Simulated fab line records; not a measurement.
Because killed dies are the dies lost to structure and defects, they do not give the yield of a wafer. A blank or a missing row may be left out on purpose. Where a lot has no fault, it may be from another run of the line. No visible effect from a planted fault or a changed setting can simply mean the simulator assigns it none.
fab line records	flow sky130
[record] lots = 24	wafers = 72	last-day = 50
route steps=708 shown LDD_HVN@276 LOCAL_INTERCONNECT@387 CONTACT@407 METAL1@437
lots with no fault: from the same line, run without faults
start-h: start of the lot's first displayed wafer, in hours after the record's first day	wait-h: hours since the lot's step before	" repeats the value in the row above	L1.1+2: several wafers, shown together as one row	- no value, or no start given	* or withheld: withheld	< > ~ a bound
route shown NAME@n: a module of which the file shows steps, and the number in the route of the first	usual: mean/standard deviation taken from wafers without a fault	same: alike in all rows	chamber/n: place in a boat	sites: each site's reading	_std_site: their standard deviation	_edge_site: outer sites' mean less inner sites'	radius-mm: how far each site lies from the wafer's centre	mask NAME#n: copy n	behind: the last tool/chamber to shape the wafer	hold: cause of the lot's hold/its duration in hours/its outcome	device: the n, p or np transistor that did not switch	end of line: tests run on the same wafers once the route is complete	step lacking rows: just its recipe	killed: the dies lost at the first sort to structure and to defects; this is not the yield of the wafer	map: a wafer's dies, marking killed ones x, the rest . and places with no die _
set.NAME: the setting the step ran with; set.NAME@STEP: the setting that earlier step ran with	model.NAME: the simulator's own value behind a step, which no gauge read
the route's steps for a sample of lots (tables are steps, rows are wafers)
services: the hour from which a tool's chamber was out of use, counted from the record's first day as start-h (under 0 if before that day), plus the number of hours and why
[[steps]]
[step SKY_LDD_HVN_STRIP_09]
[recipe] chemistry = O2/N2	power-w = 1400	pressure-mtorr = 1500	platen-temp-c = withheld	o2-flow-sccm = 3000	n2-flow-sccm = 300	overash-fraction = 0.5
[usual] drypump-motor-current-A = 5.8/0.65	oes-product-au = 0.408/0.0043	strip-time-to-endpoint-s = 4.136/0.013
lot.wafer	tool	chamber	start-h	wait-h	drypump-motor-current-A	oes-product-au	rf-hours-counter-h	strip-time-to-endpoint-s
L074.1	plasma-asher-02	1	460.09	0.1	5.4	0.409	66	4.132
L074.5	"	0	"	"	6.8	0.412	-	4.117
L074.6	"	1	"	"	5.4	0.406	-	4.144
L075.2	plasma-asher-04	1	461.28	0.1	6.5	0.413	76	4.129
L075.3	"	0	"	"	5.2	0.404	-	4.131
L075.6	"	1	"	"	6.5	0.411	-	4.126
L076.1	plasma-asher-03	1	508.43	0.1	4.9	0.407	7	4.120
L076.4	"	1	"	"	4.9	0.406	-	4.146
L076.5	"	1	"	"	5.0	0.407	-	4.137
L077.1	plasma-asher-04	0	508.89	0.1	5.3	0.401	80	4.141
L077.2	"	1	"	"	6.4	0.411	80	4.135
L077.4	"	1	"	"	6.5	0.410	-	4.133
L078.1	plasma-asher-04	0	596.94	0.1	5.3	0.408	88	4.155
L078.2	"	1	"	"	6.5	0.411	88	4.144
L078.4	"	0	"	"	5.2	0.406	-	4.125
L079.1	plasma-asher-04	1	597.73	0.1	6.5	0.408	89	4.123
L079.2	"	0	"	"	5.2	0.412	89	4.131
L079.6	"	0	"	"	5.3	0.406	-	4.139
L083.1	plasma-asher-03	0	598.54	0.1	5.8	0.408	16	4.156
L083.4	"	0	"	"	5.8	0.403	-	4.118
L083.5	"	1	"	"	4.9	0.409	-	4.126
L080.2	plasma-asher-04	1	598.83	0.1	6.5	0.402	89	4.122
L080.3	"	1	"	"	6.4	0.401	-	4.125
L080.4	"	0	"	"	5.2	0.410	-	4.131
L085.3	plasma-asher-02	1	599.17	0.1	5.4	0.405	-	4.138
L085.4	"	0	"	"	6.8	0.412	-	4.134
L085.6	"	1	"	"	5.4	0.416	-	4.144
L081.1	plasma-asher-04	0	599.19	0.1	5.3	0.408	89	4.117
L081.3	"	1	"	"	6.5	0.407	-	4.121
L081.4	"	0	"	"	5.3	0.400	-	4.128
L082.1	plasma-asher-02	0	600.23	0.1	6.7	0.407	80	4.152
L082.4	"	0	"	"	6.7	0.408	-	4.119
L082.5	"	0	"	"	6.7	0.402	-	4.139
L084.2	plasma-asher-03	1	600.53	0.1	4.9	0.406	16	4.124
L084.3	"	1	"	"	4.9	0.404	-	4.126
L084.4	"	0	"	"	5.8	0.412	-	4.147
L086.1	plasma-asher-04	1	603.88	0.1	6.5	0.406	89	4.163
L086.3	"	0	"	"	5.2	0.410	-	4.132
L086.4	"	1	"	"	6.5	0.413	-	4.153
L088.3	plasma-asher-04	0	607.71	0.1	5.3	0.410	-	4.129
L088.4	"	1	"	"	6.5	0.413	-	4.099
L088.6	"	1	"	"	6.5	0.408	-	4.124
L087.1	plasma-asher-02	1	608.34	0.1	5.3	0.410	81	4.119
L087.3	"	0	"	"	6.7	0.408	-	4.132
L087.4	"	1	"	"	5.3	0.415	-	4.142
L089.1	plasma-asher-02	0	608.93	0.1	6.8	0.405	81	4.159
L089.2	"	1	"	"	5.4	0.409	81	4.145
L089.5	"	0	"	"	6.8	0.401	-	4.135
L090.1	plasma-asher-03	0	609.58	0.1	5.8	0.415	17	4.121
L090.4	"	1	"	"	5.0	0.405	-	4.155
L090.5	"	0	"	"	5.8	0.415	-	4.143
L091.1	plasma-asher-03	0	612.24	0.1	5.8	0.415	18	4.141
L091.2	"	1	"	"	5.0	0.407	18	4.111
L091.4	"	1	"	"	5.0	0.407	-	4.128
L092.1	plasma-asher-03	1	616.98	0.1	4.9	0.406	18	4.110
L092.3	"	1	"	"	5.0	0.409	-	4.129
L092.4	"	0	"	"	5.8	0.404	-	4.147
L093.2	plasma-asher-02	1	622.88	0.1	5.4	0.404	82	4.135
L093.5	"	0	"	"	6.7	0.401	-	4.132
L093.6	"	1	"	"	5.3	0.409	-	4.122
L094.1	plasma-asher-04	0	624.28	0.1	5.2	0.408	91	4.127
L094.3	"	1	"	"	6.5	0.416	-	4.147
L094.6	"	0	"	"	5.3	0.408	-	4.164
L095.1	plasma-asher-03	0	630.78	0.1	5.8	0.406	19	4.130
L095.4	"	0	"	"	5.8	0.407	-	4.154
L095.5	"	0	"	"	5.8	0.408	-	4.140
L096.2	plasma-asher-03	0	638.98	0.1	5.8	0.407	20	4.134
L096.4	"	1	"	"	4.9	0.416	-	4.138
L096.5	"	1	"	"	4.9	0.399	-	4.127
L097.3	plasma-asher-02	1	652.98	0.1	5.4	0.410	-	4.139
L097.4	"	0	"	"	6.8	0.408	-	4.135
L097.6	"	0	"	"	6.7	0.395	-	4.143
[step SKY_LOCAL_INTERCONNECT_SPUTTER_00]
[recipe] material = TiN	target-thk-nm = 100	temp-c = 300	power-w = 6500	time-s = 83.3	chamber-pressure-pa = 0.4
[usual] cathode-dc-power-W = 6500.0/1.2	chamber-pressure-pa = 0.3999/0.00085	throttle-valve-pct = 29.8/0.98
lot.wafer	tool	chamber	start-h	wait-h	cathode-dc-power-W	chamber-pressure-pa	throttle-valve-pct
L075.2	pvd-sputter-01	-	670.77	0.2	6500.7	0.4007	28.8
L075.3	"	-	"	"	6501.0	0.4004	30.2
L075.6	"	-	"	"	6500.8	0.4000	28.9
L074.1	pvd-sputter-04	-	672.03	0.1	6498.7	0.4007	29.9
L074.5	"	-	"	"	6499.6	0.3989	28.8
L074.6	"	-	"	"	6499.1	0.4007	30.1
L076.1	pvd-sputter-03	-	714.77	0.2	6499.3	0.4004	29.8
L076.4	"	-	"	"	6497.8	0.4005	31.8
L076.5	"	-	"	"	6498.7	0.3994	31.3
L077.1	pvd-sputter-03	-	715.94	0.2	6498.6	0.4010	31.8
L077.2	"	-	"	"	6502.0	0.3998	29.9
L077.4	"	-	"	"	6499.6	0.3999	31.5
L078.1	pvd-sputter-04	-	796.72	0.1	6499.5	0.3997	30.5
L078.2	"	-	"	"	6499.9	0.4001	29.8
L078.4	"	-	"	"	6500.3	0.4003	30.0
L079.1	pvd-sputter-04	-	799.01	0.1	6501.5	0.3997	29.5
L079.2	"	-	"	"	6502.0	0.3995	30.3
L079.6	"	-	"	"	6499.0	0.4013	29.9
L080.2	pvd-sputter-04	-	800.11	0.2	6500.8	0.3994	29.1
L080.3	"	-	"	"	6499.5	0.4001	30.6
L080.4	"	-	"	"	6498.5	0.3987	29.9
L083.1	pvd-sputter-01	-	801.33	0.2	6499.5	0.3991	28.9
L083.4	"	-	"	"	6502.0	0.4004	30.3
L083.5	"	-	"	"	6500.3	0.4007	28.5
L085.3	pvd-sputter-04	-	801.63	0.1	6502.2	0.4000	28.6
L085.4	"	-	"	"	6499.7	0.3996	29.7
L085.6	"	-	"	"	6499.5	0.3989	30.7
L081.1	pvd-sputter-01	-	802.42	0.1	6501.2	0.4002	28.5
L081.3	"	-	"	"	6498.7	0.4005	28.9
L081.4	"	-	"	"	6498.5	0.3998	28.9
L084.2	pvd-sputter-04	-	803.40	0.2	6502.1	0.3998	30.7
L084.3	"	-	"	"	6498.6	0.3996	30.1
L084.4	"	-	"	"	6500.9	0.4010	28.8
L082.1	pvd-sputter-01	-	804.33	0.2	6499.5	0.4001	28.9
L082.4	"	-	"	"	6500.4	0.4003	28.8
L082.5	"	-	"	"	6499.8	0.4011	30.4
L086.1	pvd-sputter-03	-	806.23	0.1	6500.0	0.3986	31.6
L086.3	"	-	"	"	6498.0	0.3997	29.8
L086.4	"	-	"	"	6500.7	0.4016	32.0
L088.3	pvd-sputter-04	-	809.54	0.2	6499.9	0.3983	30.0
L088.4	"	-	"	"	6501.5	0.4004	30.5
L088.6	"	-	"	"	6499.1	0.3994	28.7
L087.1	pvd-sputter-01	-	810.89	0.1	6499.1	0.4014	28.4
L087.3	"	-	"	"	6499.9	0.4012	28.8
L087.4	"	-	"	"	6500.4	0.3997	30.3
L089.1	pvd-sputter-01	-	811.69	0.2	6496.8	0.3991	28.9
L089.2	"	-	"	"	6500.2	0.3991	30.6
L089.5	"	-	"	"	6499.7	0.4000	28.5
L090.1	pvd-sputter-01	-	812.38	0.2	6499.2	0.4005	30.5
L090.4	"	-	"	"	6501.7	0.3997	28.5
L090.5	"	-	"	"	6500.7	0.3992	28.6
L091.1	pvd-sputter-04	-	812.73	0.2	6498.8	0.3977	28.7
L091.2	"	-	"	"	6499.0	0.4008	30.7
L091.4	"	-	"	"	6499.1	0.4005	30.1
L092.1	pvd-sputter-01	-	813.92	0.1	6501.2	0.4007	30.6
L092.3	"	-	"	"	6499.7	0.4000	29.0
L092.4	"	-	"	"	6501.0	0.4005	28.9
L093.2	pvd-sputter-04	-	822.33	0.1	6502.4	0.3987	29.6
L093.5	"	-	"	"	6501.0	0.3998	30.1
L093.6	"	-	"	"	6499.8	0.3993	28.6
L094.1	pvd-sputter-04	-	824.79	0.2	6498.9	0.3997	30.8
L094.3	"	-	"	"	6498.0	0.4015	29.8
L094.6	"	-	"	"	6499.3	0.3997	30.3
L095.1	pvd-sputter-01	-	828.44	0.1	6500.7	0.4001	28.8
L095.4	"	-	"	"	6499.6	0.4008	30.3
L095.5	"	-	"	"	6499.3	0.3979	28.7
L096.2	pvd-sputter-03	-	836.29	0.1	6499.5	0.3995	30.0
L096.4	"	-	"	"	6498.6	0.4002	31.9
L096.5	"	-	"	"	6499.9	0.4008	31.9
L097.3	pvd-sputter-04	-	849.82	0.1	6501.8	0.4011	30.2
L097.4	"	-	"	"	6498.2	0.3989	30.6
L097.6	"	-	"	"	6499.8	0.4001	30.2
[step SKY_LOCAL_INTERCONNECT_ETCH_13]
[recipe] chemistry = N2/H2	target = BARC	ion-energy-ev = 200	bias-w = 100	pressure-mtorr = 30	n2-flow-sccm = 100	h2-flow-sccm = 200	icp-w = 500	stop-on = SiO2	time-s = 45.9	target-depth-a = 600
[usual] drypump-motor-current-A = 5.9/0.5	oes-product-au = 0.853/0.0053	throttle-valve-pct = 13.225/0.01
lot.wafer	tool	chamber	start-h	wait-h	drypump-motor-current-A	oes-product-au	rf-hours-counter-h	throttle-valve-pct
L075.2	rie-metal-02	1	699.80	0.0	5.3	0.859	17	13.224
L075.3	"	1	"	"	5.3	0.853	-	13.234
L075.6	"	1	"	"	5.3	0.866	-	13.239
L074.1	rie-metal-03	0	700.46	0.0	6.3	0.850	13	13.225
L074.5	"	1	"	"	5.6	0.854	-	13.210
L074.6	"	0	"	"	6.3	0.859	-	13.232
L076.1	rie-metal-03	0	743.51	0.0	6.3	0.849	14	13.229
L076.4	"	1	"	"	5.6	0.849	-	13.241
L076.5	"	0	"	"	6.3	0.856	-	13.215
L077.1	rie-metal-01	1	743.86	0.0	5.0	0.857	13	13.237
L077.2	"	0	"	"	6.2	0.844	6	13.220
L077.4	"	0	"	"	6.2	0.858	-	13.216
L078.1	rie-metal-01	0	823.51	0.0	6.2	0.851	9	13.207
L078.2	"	0	"	"	6.2	0.854	-	13.202
L078.4	"	0	"	"	6.2	0.860	-	13.232
L079.1	rie-metal-03	0	824.36	0.0	6.3	0.858	0	13.222
L079.2	"	1	"	"	5.6	0.857	16	13.231
L079.6	"	0	"	"	6.3	0.865	-	13.228
L080.2	rie-metal-02	1	825.81	0.0	5.3	0.864	3	13.223
L080.3	"	0	"	"	6.5	0.846	-	13.217
L080.4	"	1	"	"	5.3	0.855	-	13.215
L083.1	rie-metal-01	0	826.80	0.0	6.2	0.846	9	13.204
L083.4	"	0	"	"	6.2	0.858	-	13.222
L083.5	"	0	"	"	6.2	0.855	-	13.235
L085.3	rie-metal-03	1	827.17	0.0	5.6	0.850	-	13.233
L085.4	"	0	"	"	6.3	0.849	-	13.222
L085.6	"	1	"	"	5.6	0.852	-	13.214
L081.1	rie-metal-02	1	828.01	0.0	5.3	0.850	3	13.241
L081.3	"	1	"	"	5.3	0.856	-	13.225
L081.4	"	0	"	"	6.5	0.847	-	13.217
L084.2	rie-metal-01	1	828.36	0.0	5.1	0.854	0	13.244
L084.3	"	1	"	"	5.1	0.846	-	13.218
L084.4	"	0	"	"	6.2	0.849	-	13.231
L082.1	rie-metal-03	0	829.61	0.0	6.3	0.860	0	13.206
L082.4	"	0	"	"	6.3	0.859	-	13.235
L082.5	"	1	"	"	5.6	0.856	-	13.245
L086.1	rie-metal-02	1	832.25	0.0	5.3	0.858	3	13.229
L086.3	"	1	"	"	5.3	0.853	-	13.224
L086.4	"	0	"	"	6.5	0.856	-	13.227
L088.3	rie-metal-03	1	835.62	0.0	5.6	0.859	-	13.214
L088.4	"	0	"	"	6.3	0.857	-	13.230
L088.6	"	0	"	"	6.3	0.851	-	13.226
L087.1	rie-metal-03	0	836.31	0.0	6.3	0.856	1	13.223
L087.3	"	0	"	"	6.3	0.852	-	13.227
L087.4	"	1	"	"	5.6	0.851	-	13.209
L089.1	rie-metal-01	1	836.55	0.0	5.0	0.851	1	13.227
L089.2	"	1	"	"	5.1	0.842	-	13.224
L089.5	"	1	"	"	5.1	0.846	-	13.232
L090.1	rie-metal-02	1	837.26	0.0	5.3	0.856	3	13.223
L090.4	"	1	"	"	5.3	0.850	-	13.233
L090.5	"	1	"	"	5.3	0.852	-	13.223
L091.1	rie-metal-03	0	838.50	0.0	6.3	0.845	1	13.227
L091.2	"	1	"	"	5.6	0.860	17	13.231
L091.4	"	1	"	"	5.6	0.845	-	13.217
L092.1	rie-metal-02	1	839.81	0.0	5.3	0.862	3	13.231
L092.3	"	0	"	"	6.5	0.855	-	13.213
L092.4	"	1	"	"	5.3	0.847	-	13.215
L093.2	rie-metal-03	1	848.60	0.0	5.6	0.853	17	13.243
L093.5	"	0	"	"	6.2	0.850	-	13.222
L093.6	"	1	"	"	5.6	0.855	-	13.237
L094.1	rie-metal-01	0	850.85	0.0	6.2	0.856	10	13.234
L094.3	"	1	"	"	5.1	0.857	-	13.210
L094.6	"	0	"	"	6.2	0.846	-	13.216
L095.1	rie-metal-03	0	854.86	0.0	6.3	0.856	1	13.236
L095.4	"	0	"	"	6.3	0.841	-	13.221
L095.5	"	0	"	"	6.3	0.855	-	13.227
L096.2	rie-metal-03	0	862.06	0.0	6.3	0.855	2	13.221
L096.4	"	0	"	"	6.3	0.854	-	13.227
L096.5	"	1	"	"	5.6	0.853	-	13.228
L097.3	rie-metal-02	1	876.09	0.0	5.3	0.852	-	13.216
L097.4	"	0	"	"	6.5	0.846	-	13.235
L097.6	"	0	"	"	6.5	0.852	-	13.244
[step SKY_CONTACT_THK_MEAS_01]
[recipe] reads = Si3N4_of_CONTACT_CVD_00
[usual] CONTACT_CVD_00_THK = 74.6/0.95
lot.wafer	tool	chamber	start-h	wait-h	CONTACT_CVD_00_THK[nm]
L075.2	film-metro-02	-	700.57	-	74.7
L075.3	"	-	"	"	73.2
L075.6	"	-	"	"	74.7
L074.1	film-metro-01	-	701.27	-	74.2
L074.5	"	-	"	"	75.5
L074.6	"	-	"	"	75.1
L076.1	film-metro-01	-	744.25	-	73.6
L076.4	"	-	"	"	75.0
L076.5	"	-	"	"	75.1
L077.1	film-metro-01	-	744.63	-	73.2
L077.2	"	-	"	"	72.7
L077.4	"	-	"	"	73.8
L078.1	film-metro-02	-	824.40	-	72.6
L078.2	"	-	"	"	72.6
L078.4	"	-	"	"	74.9
L079.1	film-metro-01	-	825.16	-	74.3
L079.2	"	-	"	"	74.9
L079.6	"	-	"	"	76.4
L080.2	film-metro-02	-	826.57	-	74.1
L080.3	"	-	"	"	74.0
L080.4	"	-	"	"	74.6
L083.1	film-metro-02	-	827.58	-	74.7
L083.4	"	-	"	"	74.7
L083.5	"	-	"	"	74.6
L085.3	film-metro-01	-	827.96	-	75.1
L085.4	"	-	"	"	74.4
L085.6	"	-	"	"	74.6
L081.1	film-metro-01	-	828.74	-	73.5
L081.3	"	-	"	"	72.8
L081.4	"	-	"	"	74.8
L084.2	film-metro-03	-	829.16	-	74.7
L084.3	"	-	"	"	73.7
L084.4	"	-	"	"	74.5
L082.1	film-metro-01	-	830.40	-	74.4
L082.4	"	-	"	"	75.2
L082.5	"	-	"	"	76.3
L086.1	film-metro-01	-	832.99	-	73.5
L086.3	"	-	"	"	75.2
L086.4	"	-	"	"	76.1
L088.3	film-metro-01	-	836.41	-	73.8
L088.4	"	-	"	"	73.9
L088.6	"	-	"	"	75.0
L087.1	film-metro-03	-	837.05	-	75.0
L087.3	"	-	"	"	74.3
L087.4	"	-	"	"	75.4
L089.1	film-metro-01	-	837.43	-	73.5
L089.2	"	-	"	"	73.3
L089.5	"	-	"	"	74.4
L090.1	film-metro-02	-	838.01	-	73.2
L090.4	"	-	"	"	74.1
L090.5	"	-	"	"	75.8
L091.1	film-metro-03	-	839.24	-	74.2
L091.2	"	-	"	"	74.8
L091.4	"	-	"	"	75.0
L092.1	film-metro-01	-	840.54	-	73.6
L092.3	"	-	"	"	75.4
L092.4	"	-	"	"	75.8
L093.2	film-metro-01	-	849.35	-	73.8
L093.5	"	-	"	"	75.3
L093.6	"	-	"	"	75.2
L094.1	film-metro-01	-	851.60	-	73.3
L094.3	"	-	"	"	75.4
L094.6	"	-	"	"	74.6
L095.1	film-metro-02	-	855.59	-	74.9
L095.4	"	-	"	"	76.6
L095.5	"	-	"	"	74.0
L096.2	film-metro-02	-	862.82	-	75.1
L096.4	"	-	"	"	75.9
L096.5	"	-	"	"	75.9
L097.3	film-metro-02	-	876.86	-	75.0
L097.4	"	-	"	"	75.0
L097.6	"	-	"	"	76.5
[step SKY_METAL1_SPUTTER_03]
[recipe] material = Ti	target-thk-nm = 5	power-w = 3000	time-s = 3.3	chamber-pressure-pa = 0.4
[usual] cathode-dc-power-W = 2999.9/0.51	chamber-pressure-pa = 0.4001/0.00081	throttle-valve-pct = 30.5/0.94
lot.wafer	tool	chamber	start-h	wait-h	cathode-dc-power-W	chamber-pressure-pa	throttle-valve-pct
L075.2	pvd-sputter-03	-	731.20	0.0	3000.2	0.3991	29.6
L075.3	"	-	"	"	3000.5	0.3998	31.7
L075.6	"	-	"	"	3000.2	0.4002	31.3
L074.1	pvd-sputter-02	-	731.37	0.0	2999.5	0.4009	29.7
L074.5	"	-	"	"	3000.2	0.4007	29.8
L074.6	"	-	"	"	3000.5	0.3997	29.0
L076.1	pvd-sputter-03	-	773.59	0.0	2998.9	0.3981	31.8
L076.4	"	-	"	"	2999.5	0.3992	31.4
L076.5	"	-	"	"	3000.1	0.3994	31.3
L077.1	pvd-sputter-04	-	773.80	0.0	2999.2	0.4010	30.6
L077.2	"	-	"	"	2999.5	0.4009	30.0
L077.4	"	-	"	"	3000.4	0.3992	30.3
L078.1	pvd-sputter-04	-	852.75	0.0	2999.9	0.4000	30.7
L078.2	"	-	"	"	3000.3	0.4004	28.7
L078.4	"	-	"	"	3000.2	0.4000	30.0
L079.1	pvd-sputter-02	-	853.72	0.0	2999.6	0.3984	31.0
L079.2	"	-	"	"	3000.5	0.3989	30.9
L079.6	"	-	"	"	2999.5	0.3996	30.9
L080.2	pvd-sputter-03	-	854.76	0.0	3000.6	0.4001	31.9
L080.3	"	-	"	"	2999.9	0.4000	31.2
L080.4	"	-	"	"	2999.9	0.4007	32.1
L083.1	pvd-sputter-04	-	855.71	0.0	3000.0	0.4000	30.1
L083.4	"	-	"	"	2999.7	0.3998	28.8
L083.5	"	-	"	"	2999.9	0.3999	30.3
L085.3	pvd-sputter-03	-	856.06	0.0	2998.4	0.4018	31.3
L085.4	"	-	"	"	2999.9	0.3993	31.8
L085.6	"	-	"	"	3001.3	0.4003	31.4
L081.1	pvd-sputter-04	-	856.86	0.0	2999.6	0.3991	30.0
L081.3	"	-	"	"	2999.6	0.4004	29.6
L081.4	"	-	"	"	2999.6	0.3990	28.7
L084.2	pvd-sputter-02	-	857.32	0.0	3000.1	0.3997	30.6
L084.3	"	-	"	"	3000.6	0.3997	29.0
L084.4	"	-	"	"	2999.1	0.4012	29.6
L082.1	pvd-sputter-03	-	858.02	0.0	3000.9	0.4007	31.9
L082.4	"	-	"	"	3000.3	0.4000	31.4
L082.5	"	-	"	"	3000.3	0.4001	31.3
L086.1	pvd-sputter-02	-	861.42	0.0	2999.6	0.3989	30.0
L086.3	"	-	"	"	2999.9	0.4010	31.1
L086.4	"	-	"	"	2998.8	0.4009	28.9
L088.3	pvd-sputter-03	-	863.95	0.0	3000.3	0.4010	31.2
L088.4	"	-	"	"	2999.7	0.3988	31.4
L088.6	"	-	"	"	3000.5	0.4011	31.8
L087.1	pvd-sputter-04	-	865.54	0.0	2999.4	0.4005	30.0
L087.3	"	-	"	"	3000.5	0.4005	29.9
L087.4	"	-	"	"	3000.0	0.3993	30.8
L089.1	pvd-sputter-03	-	865.69	0.0	3000.5	0.4012	32.0
L089.2	"	-	"	"	2999.4	0.4000	31.5
L089.5	"	-	"	"	3000.4	0.4021	29.8
L090.1	pvd-sputter-02	-	866.03	0.0	2999.9	0.4001	30.7
L090.4	"	-	"	"	2999.2	0.4000	29.2
L090.5	"	-	"	"	3000.5	0.4002	31.1
L091.1	pvd-sputter-04	-	867.80	0.0	2999.7	0.4005	29.7
L091.2	"	-	"	"	2999.6	0.4014	28.7
L091.4	"	-	"	"	3000.3	0.3998	30.0
L092.1	pvd-sputter-03	-	869.01	0.0	3000.3	0.3988	32.0
L092.3	"	-	"	"	3000.6	0.4002	29.7
L092.4	"	-	"	"	3000.2	0.4003	31.3
L093.2	pvd-sputter-03	-	877.47	0.0	3000.2	0.3993	31.8
L093.5	"	-	"	"	2999.8	0.3997	31.5
L093.6	"	-	"	"	3000.0	0.3993	31.9
L094.1	pvd-sputter-03	-	879.53	0.0	3000.4	0.3998	31.3
L094.3	"	-	"	"	3000.5	0.4005	29.7
L094.6	"	-	"	"	3000.4	0.4002	31.3
L095.1	pvd-sputter-02	-	883.62	0.0	3000.3	0.3997	30.8
L095.4	"	-	"	"	2998.6	0.4009	29.9
L095.5	"	-	"	"	2999.4	0.4009	29.1
L096.2	pvd-sputter-02	-	890.12	0.0	2999.7	0.3999	29.0
L096.4	"	-	"	"	2999.3	0.3996	31.0
L096.5	"	-	"	"	3000.1	0.3989	29.7
L097.3	pvd-sputter-04	-	909.77	0.0	3000.4	0.3997	30.0
L097.4	"	-	"	"	2999.8	0.4016	29.9
L097.6	"	-	"	"	3000.1	0.4012	29.8
[step SKY_METAL1_SPUTTER_04]
[recipe] material = TiN	target-thk-nm = 70	power-w = 6500	time-s = 58.3	chamber-pressure-pa = 0.4
[usual] cathode-dc-power-W = 6500.1/1.3	chamber-pressure-pa = 0.4001/0.0008	throttle-valve-pct = 30.5/0.91
lot.wafer	tool	chamber	start-h	wait-h	cathode-dc-power-W	chamber-pressure-pa	throttle-valve-pct
L075.2	pvd-sputter-03	-	731.22	0.0	6497.2	0.4003	30.1
L075.3	"	-	"	"	6498.7	0.4003	31.9
L075.6	"	-	"	"	6502.1	0.3997	31.3
L074.1	pvd-sputter-02	-	731.38	0.0	6499.8	0.3996	29.8
L074.5	"	-	"	"	6497.3	0.3993	29.8
L074.6	"	-	"	"	6499.1	0.4003	28.9
L076.1	pvd-sputter-03	-	773.61	0.0	6502.0	0.3984	31.7
L076.4	"	-	"	"	6502.8	0.3998	31.1
L076.5	"	-	"	"	6500.2	0.4010	31.5
L077.1	pvd-sputter-04	-	773.82	0.0	6499.6	0.3993	30.4
L077.2	"	-	"	"	6500.3	0.4011	29.8
L077.4	"	-	"	"	6499.1	0.4001	30.1
L078.1	pvd-sputter-04	-	852.77	0.0	6500.7	0.3986	30.6
L078.2	"	-	"	"	6497.8	0.4012	28.9
L078.4	"	-	"	"	6500.5	0.4013	30.0
L079.1	pvd-sputter-02	-	853.74	0.0	6498.8	0.4014	31.0
L079.2	"	-	"	"	6503.0	0.4012	30.9
L079.6	"	-	"	"	6499.7	0.3998	30.8
L080.2	pvd-sputter-03	-	854.78	0.0	6499.8	0.4013	32.0
L080.3	"	-	"	"	6501.3	0.4010	31.4
L080.4	"	-	"	"	6499.0	0.4004	31.5
L083.1	pvd-sputter-04	-	855.73	0.0	6498.7	0.3997	30.1
L083.4	"	-	"	"	6500.7	0.3994	29.1
L083.5	"	-	"	"	6499.8	0.4012	30.7
L085.3	pvd-sputter-03	-	856.08	0.0	6500.1	0.4009	31.4
L085.4	"	-	"	"	6502.3	0.3998	32.1
L085.6	"	-	"	"	6498.9	0.4003	31.1
L081.1	pvd-sputter-04	-	856.88	0.0	6501.7	0.4008	30.2
L081.3	"	-	"	"	6498.5	0.3981	30.1
L081.4	"	-	"	"	6499.1	0.4004	28.9
L084.2	pvd-sputter-02	-	857.34	0.0	6501.6	0.3998	30.8
L084.3	"	-	"	"	6501.8	0.3996	29.1
L084.4	"	-	"	"	6498.2	0.3994	29.6
L082.1	pvd-sputter-03	-	858.04	0.0	6500.5	0.3999	31.6
L082.4	"	-	"	"	6499.6	0.3995	31.2
L082.5	"	-	"	"	6499.6	0.3994	31.3
L086.1	pvd-sputter-02	-	861.44	0.0	6501.8	0.4002	30.0
L086.3	"	-	"	"	6498.3	0.3999	30.7
L086.4	"	-	"	"	6500.6	0.3997	28.7
L088.3	pvd-sputter-03	-	863.97	0.0	6498.2	0.3993	31.2
L088.4	"	-	"	"	6498.6	0.4004	31.3
L088.6	"	-	"	"	6500.1	0.4001	31.6
L087.1	pvd-sputter-04	-	865.55	0.0	6499.2	0.4002	29.9
L087.3	"	-	"	"	6499.5	0.3996	29.7
L087.4	"	-	"	"	6501.7	0.4005	30.7
L089.1	pvd-sputter-03	-	865.71	0.0	6500.2	0.3990	31.7
L089.2	"	-	"	"	6502.6	0.3996	31.2
L089.5	"	-	"	"	6499.6	0.4004	30.0
L090.1	pvd-sputter-02	-	866.05	0.0	6499.6	0.3990	30.7
L090.4	"	-	"	"	6499.7	0.4017	29.1
L090.5	"	-	"	"	6500.1	0.4003	30.7
L091.1	pvd-sputter-04	-	867.82	0.0	6499.8	0.3999	29.9
L091.2	"	-	"	"	6500.1	0.3994	28.8
L091.4	"	-	"	"	6500.1	0.3999	30.2
L092.1	pvd-sputter-03	-	869.03	0.0	6500.2	0.3994	31.8
L092.3	"	-	"	"	6501.0	0.3994	30.0
L092.4	"	-	"	"	6497.0	0.3994	31.2
L093.2	pvd-sputter-03	-	877.49	0.0	6501.2	0.3990	31.8
L093.5	"	-	"	"	6501.0	0.4010	31.5
L093.6	"	-	"	"	6498.1	0.4000	31.9
L094.1	pvd-sputter-03	-	879.54	0.0	6501.5	0.4012	31.2
L094.3	"	-	"	"	6501.0	0.4004	29.9
L094.6	"	-	"	"	6501.6	0.4020	31.5
L095.1	pvd-sputter-02	-	883.64	0.0	6502.0	0.3995	30.9
L095.4	"	-	"	"	6500.5	0.4003	29.6
L095.5	"	-	"	"	6498.0	0.4001	28.9
L096.2	pvd-sputter-02	-	890.14	0.0	6500.0	0.4001	29.2
L096.4	"	-	"	"	6499.8	0.3994	31.2
L096.5	"	-	"	"	6499.9	0.4013	29.9
L097.3	pvd-sputter-04	-	909.79	0.0	6500.3	0.4004	30.3
L097.4	"	-	"	"	6500.2	0.4001	30.0
L097.6	"	-	"	"	6500.3	0.4007	29.8
[[services]]
tool	chamber	start-h	hours	kind
pvd-sputter-02	-	438.63	3.4	repair
pvd-sputter-04	-	453.10	2.4	repair
pvd-sputter-02	-	467.05	12.0	repair
plasma-asher-04	-	487.82	4.0	pm
pvd-sputter-03	-	488.94	2.1	repair
pvd-sputter-02	-	506.63	8.4	repair
pvd-sputter-02	-	520.70	3.5	repair
plasma-asher-04	-	529.23	0.4	repair
rie-metal-03	-	539.34	15.6	pm
rie-metal-03	0	555.17	2.1	repair
plasma-asher-04	-	557.51	2.8	pm
rie-metal-03	-	600.63	14.6	pm
pvd-sputter-04	-	629.01	7.1	repair
rie-metal-03	-	639.19	2.4	repair
pvd-sputter-04	-	642.53	3.7	repair
pvd-sputter-04	-	713.45	1.0	repair
pvd-sputter-04	-	721.00	1.3	repair
pvd-sputter-02	-	725.86	0.5	repair
pvd-sputter-04	-	749.59	3.3	repair
pvd-sputter-04	-	752.64	0.5	repair
pvd-sputter-02	-	753.06	2.0	repair
pvd-sputter-03	-	768.61	2.6	repair
pvd-sputter-02	-	829.06	0.9	repair
pvd-sputter-03	-	846.38	2.2	repair
[[key]]
fault none
